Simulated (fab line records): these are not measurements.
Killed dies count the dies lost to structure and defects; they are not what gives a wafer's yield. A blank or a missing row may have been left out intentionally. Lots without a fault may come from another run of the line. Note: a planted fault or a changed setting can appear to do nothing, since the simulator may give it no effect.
A struck lot beside a sound one	flow sky130	14 steps out of a route of 708
Sound: wafers L353.1, L353.3, L353.4. Wafers struck: L359.3, L359.4, L359.5. At the end, the cause is stated.
Order at every step that has rows: each side's tool, ch and its chambers, its first start. Under that, the readings that differ: sound wafers	struck wafers	difference of the means	sigmas: that difference in standard deviations of wafers without a fault.
alike: same words and numbers on both sides, and readings whose means sit less than 2 such deviations apart. not compared: any withheld reading, any reading some wafer has no value for, any bound like >300 that may hide the same value, and any number with overlapping values for which the record gives no deviation.
The two part at a step that has a row with sigmas, a row that says differs or no value, or rows on one side only. Numbers that don't overlap but have no deviation are shown without sigmas and don't part them. A reading missing from all wafers of one side parts the sides only when that side holds two or more wafers.

SKY_POLY_GATE_ETCH_17: etches poly-Si in HBr/Cl2, stops on SiO2, target depth 180 nm, time 70.5 s.
  sound on rie-si-01 ch 0,1,3, day 18 00:57; struck on rie-si-02 ch 1,3, day 20 07:14
  alike: drypump-motor-current-A, oes-product-au, throttle-valve-pct
  not compared: rf-hours-counter-h
SKY_POLY_GATE_STRIP_18: strips in O2/N2.
  sound on plasma-asher-04 ch 0,1, day 18 01:00; struck on plasma-asher-04 ch 0,1, day 20 07:19
  alike: drypump-motor-current-A, n2-flow-sccm, oes-product-au, strip-time-to-endpoint-s
  not compared: rf-hours-counter-h
then, 2 steps without rows for these wafers: SKY_POLY_GATE_CLEAN_19 (cleans in SC1/SC2, time 150 s); SKY_POLY_GATE_OXIDATION_20 (stabilise 600 s, purge 300 s, target thk 4 nm).
SKY_POLY_GATE_THK_MEAS_21:
  struck on film-metro-03, day 20 09:35; sound on film-metro-03, day 18 03:48
  alike: POLY_GATE_OXIDATION_THK
SKY_POLY_GATE_CD_MEAS_22:
  struck on cd-sem-02, day 20 09:40; sound on cd-sem-01, day 18 03:52
  alike: cd-nm
then, 6 steps without rows for these wafers: SKY_LDD_N_DEHYDRATE_00 (time 60 s); SKY_LDD_N_HMDS_01 (prime time 60 s); SKY_LDD_N_COAT_02 (resist thk 300 nm); SKY_LDD_N_SOFTBAKE_03 (time 60 s); SKY_LDD_N_EXPOSE_04 (exposes mask NTM, target cd 840 nm); SKY_LDD_N_PEB_05.
SKY_LDD_N_DEVELOP_06: develop time 60 s.
  struck on litho-track-04, day 21 16:13; sound on litho-track-03 ch 0, day 19 09:38
  no value came back on the struck wafers for chill-plate-temp-C (C), develop-time-s (s); on the sound wafers chill-plate-temp-C (C) reads 22.95 23.11 23.02
SKY_LDD_N_OVL_MEAS_07:
  struck on overlay-02, day 21 16:19; sound on overlay-02, day 19 09:47
reading	sound	struck	difference	sigmas
LDD_N_OVL (nm)	0.6 -0.2 -0.3	- - -	no value on the struck wafers	

== WHERE THEY PART ==
First at SKY_LDD_N_DEVELOP_06; last, within this record, at SKY_LDD_N_OVL_MEAS_07.

WHY: the cause the simulator had injected
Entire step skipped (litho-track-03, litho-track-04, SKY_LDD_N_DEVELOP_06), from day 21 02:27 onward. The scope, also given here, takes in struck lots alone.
